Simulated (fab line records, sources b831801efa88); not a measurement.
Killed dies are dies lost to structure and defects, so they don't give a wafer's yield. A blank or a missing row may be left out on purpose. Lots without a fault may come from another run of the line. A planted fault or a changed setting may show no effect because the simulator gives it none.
Which tool did it? | flow sky130 | 12 lots, 36 wafers sampled, at 1 step of a route of 708

WHAT THE GAUGES READ, wafer by wafer
SKY_FIELD_ISO_THK_MEAS_04.
lot  | measured    | on            | FIELD_ISO_CVD_03_THK (nm)
L075 | day 1 19:26 | film_metro-03 | 161.7 162.2 162.3
L077 | day 2 07:18 | film_metro-02 | 165.1 164.2 165.9
L079 | day 2 15:04 | film_metro-02 | 163.4 162.9 163.4
L081 | day 3 00:37 | film_metro-02 | 164.8 164.3 165.1
L083 | day 3 10:51 | film_metro-01 | 167.1 166.7 166.9
L085 | day 3 21:26 | film_metro-01 | 164.8 163.9 166.0
L087 | day 4 06:53 | film_metro-01 | 164.6 164.4 163.1
L089 | day 4 17:33 | film_metro-01 | 165.1 167.1 165.5
L091 | day 5 06:15 | film_metro-02 | 163.9 164.4 163.5
L094 | day 5 19:08 | film_metro-03 | 162.0 164.2 163.1
L095 | day 5 23:31 | film_metro-02 | 162.0 160.8 162.2
L097 | day 6 08:50 | film_metro-02 | 164.3 165.8 164.0

WHICH TOOL RAN EACH LOT (tool, then ch and the chambers of the sampled wafers, then the start)
The record holds no process step before these readings.

THE ANSWER, worked out from the rows above alone
Rule: what is usual is taken from the lots themselves. Put in order of their means at a reading, lots are off if they are a third of the lots or fewer, leave a main group of 4 or more, and stand apart from it by a gap of 3 or more times the standard deviation of the main group's means; of several such gaps the widest counts. A main group whose means are all the same, to the digits that the tables above print for the reading, isn't used. A lot without any number at a reading at which 4 lots or more have one is off too. The other lots that the step has rows for count as sound.
No lot is off at any reading shown: from this, nothing can be told.

WHAT THE SIMULATOR HAD PUT IN
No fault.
